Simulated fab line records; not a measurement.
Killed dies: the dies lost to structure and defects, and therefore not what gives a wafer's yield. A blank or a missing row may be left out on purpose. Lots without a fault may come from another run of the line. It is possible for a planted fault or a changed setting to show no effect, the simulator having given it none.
Code-filled problem report in 8D (eight disciplines) form / flow sky130 / the parts of the form that need people (team, actions taken, sign-off) are left out

1. WHAT IS WRONG
VT_ADJUST_LVTN_TW at SKY_VT_ADJUST_LVTN_TW_MEAS_10 reads a mean of 30.0 on 3 wafers of 1 lot; wafers without a fault read 241.1 with a standard deviation of 3. Relative to the usual mean, that is a shift of -70 standard deviations.
The first sign was on wafer L147.1 at day 9 09:09, on filmMetro-04. At this step, 39 wafers from 13 lots have a number in the record. The rule behind "out" and "out of limits": a value lying over 4 standard deviations away from the usual mean. The rest of the wafers with a number are treated as sound.

2. WHAT IT IS; WHAT IT IS NOT
question=which readings at this step | is=VT_ADJUST_LVTN_TW | is not=-
question=which lots | is=L147 | is not=L138, L139, L141, L142, L143, L144, L146, L149, L152, L157, L160, L161
question=which wafers of those lots | is=all that have a number | is not=-
question=read on which gauges | is=filmMetro-04 | is not=filmMetro-01, filmMetro-03
question=when | is=from day 9 09:09 | is not=up to then (21 sound wafers); but 15 sound wafers of L149, L152, L157, L160, L161 came after

3. WHAT RULES OUT EACH SUSPECT
Counting: any tool at a process step up to the reading is kept as a suspect provided that every lot that is out went through it and no sound lot did after the first of them.
- the gauge at SKY_VT_ADJUST_LVTN_TW_MEAS_10: ruled out. All the wafers that are out were read on filmMetro-04, but those of them that SKY_VT_ADJUST_HVTP_STRIP_10 has rows for are out there too, on other tools.
- plasmaAsher-02 at SKY_VT_ADJUST_HVTP_STRIP_10 (strips in O2/N2): ruled out as a lasting fault. After its first lot that is out, L147 (day 8 11:10), sound lots L161 ran on it.
- plasmaAsher-04 at SKY_VT_ADJUST_LVTN_STRIP_09 (strips in O2/N2): ruled out as a lasting fault. After its first lot that is out, L147 (day 9 09:03), sound lots L157 ran on it.
Left after counting: nothing in the record.

4. THE CAUSE (what the simulator had put in)
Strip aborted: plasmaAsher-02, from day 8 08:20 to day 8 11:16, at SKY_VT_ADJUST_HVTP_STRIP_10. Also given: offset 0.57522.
It was ruled out by counting, in error; the rule expects a fault to strike all lots run on its tool from its start on, and this fault did not.

5. THE CHAIN OF EFFECTS, in route order
Each row: a reading whose mean over the struck wafers that have a number lies more than 3 standard deviations from the usual. Only readings whose record carries a usual standard deviation are examined. hours: median over the lots of the time between each lot's start at the first step of this table that gives one and its start at this step. sigmas: the change, counted in usual standard deviations.
hours=0; step=SKY_VT_ADJUST_HVTP_STRIP_10; reading=oesProductAu; usual=0.715 a.u.; on struck wafers=0.944; change=+0.229; sigmas=+50
hours=22; step=SKY_VT_ADJUST_LVTN_STRIP_09; reading=stripTimeToEndpointS; usual=36.93 s; on struck wafers=41.92; change=+4.99; sigmas=+38
hours=22; step=SKY_VT_ADJUST_LVTN_TW_MEAS_10; reading=VT_ADJUST_LVTN_TW; usual=241.1; on struck wafers=30.0; change=-211.1; sigmas=-70
Here are the process steps it includes:
- SKY_VT_ADJUST_HVTP_STRIP_10: strips in O2/N2.
- SKY_VT_ADJUST_LVTN_STRIP_09: strips in O2/N2.
Readings that are blank on the struck wafers while sound wafers have them: stripTimeToEndpointS at SKY_VT_ADJUST_HVTP_STRIP_10.

6. WHAT WOULD HAVE CAUGHT IT SOONER
Counted from the fault's start at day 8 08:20, it took 25 hours until the first out-of-limits reading at a measuring or inspecting step in this record, taken at day 9 09:09.
Tool's own readings at SKY_VT_ADJUST_HVTP_STRIP_10, oesProductAu: out on all struck wafers the step has rows for; an alarm limit on them would have tripped on the first.
